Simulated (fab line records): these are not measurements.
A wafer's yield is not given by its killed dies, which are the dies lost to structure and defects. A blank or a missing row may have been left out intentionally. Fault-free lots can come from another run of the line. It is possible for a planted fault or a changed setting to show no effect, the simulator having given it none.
8D (eight disciplines) problem report, filled in by code ; flow gf180mcu ; the parts of the form that need people (team, actions taken, sign-off) are left out

## 1. THE PROBLEM
Wafers with no fault read 1200 W with a standard deviation of 3.9, whereas bias-w at GF_SAB_ETCH_11 reads a mean of 1131 W on 1 wafer of 1 lot. Measured from the usual mean, that is -18 standard deviations.
The step: etches SiO2 in C4F8/O2/Ar, target depth 55 nm, time 8.5 s.
Earliest sighting: wafer L957.2 on rie-diel-04 at day 21 20:44. Wafers with a number at this step in the record: 15, from 5 lots. Rule for "out", or "out of limits": more than 4 standard deviations from the usual mean. Any other wafer with a number is counted as sound.

## 2. WHAT THIS IS AND IS NOT
question;is;is not
which readings at this step;bias-w;-
which lots;L957;L939, L941, L942, L949
which wafers of those lots;L957.2;L957.1, L957.4
read on which tools;rie-diel-04;rie-diel-01, rie-diel-02
when;from day 21 20:44;up to then (14 sound wafers)

## 3. SUSPECTS, AND WHAT RULES EACH OUT
Counting: any tool at a process step up to the reading remains a suspect provided it ran every lot that is out. Sound lots after the first of them don't rule it out here, since some wafers of a struck lot are sound.
- pecvd-01 at GF_SAB_CVD_00 (deposits SiO2 from TEOS, target thk 50 nm, time 4.9302 s): kept. It ran the lot that is out, L957 (day 20 20:27).
- rie-diel-04 at GF_SAB_ETCH_11 (etches SiO2 in C4F8/O2/Ar, target depth 55 nm, time 8.5 s): kept. The lot that is out, L957, ran on it at day 21 20:44; the last sound lot it ran before that was L949, at day 19 00:08. On those wafers its own readings are out: bias-w.
- In pecvd-01 at GF_SAB_CVD_00, the wafers that are out were processed in chamber 2 and their sound lot-mates in chambers 0, 1.
- In rie-diel-04 at GF_SAB_ETCH_11, the wafers that are out were processed in chamber 0 and their sound lot-mates in chambers 2, 3.
Left after counting: pecvd-01 at GF_SAB_CVD_00, rie-diel-04 at GF_SAB_ETCH_11.

## 4. THE CAUSE (what the simulator had put in)
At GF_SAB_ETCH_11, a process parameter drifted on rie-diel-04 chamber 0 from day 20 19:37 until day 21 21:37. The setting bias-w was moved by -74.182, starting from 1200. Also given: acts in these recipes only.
Of the 2 suspects that counting leaves, this tool is one.

## 5. SEQUENCE OF EFFECTS, ordered by route
Rows list readings where the struck wafers' mean (over those with a number) sits beyond 3 standard deviations from the usual. Only readings for which the record gives a usual standard deviation are gone through. hours: the time from each lot's start at the first step in this table that gives one to its start at this step, as a median over the lots. sigmas: the change in usual standard deviations.
hours;step;reading;usual;on struck wafers;change;sigmas
0;GF_SAB_ETCH_11;bias-w;1200 W;1131;-69;-18
0;GF_SAB_ETCH_11;oes-product-au;0.999 a.u.;0.976;-0.023;-3.2
The process steps in it:
- GF_SAB_ETCH_11: etches SiO2 in C4F8/O2/Ar, target depth 55 nm, time 8.5 s.

## 6. WHAT WOULD HAVE CAUGHT IT SOONER
First out-of-limits reading in this record: day 21 20:44, which is 25 hours after fault onset at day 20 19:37.
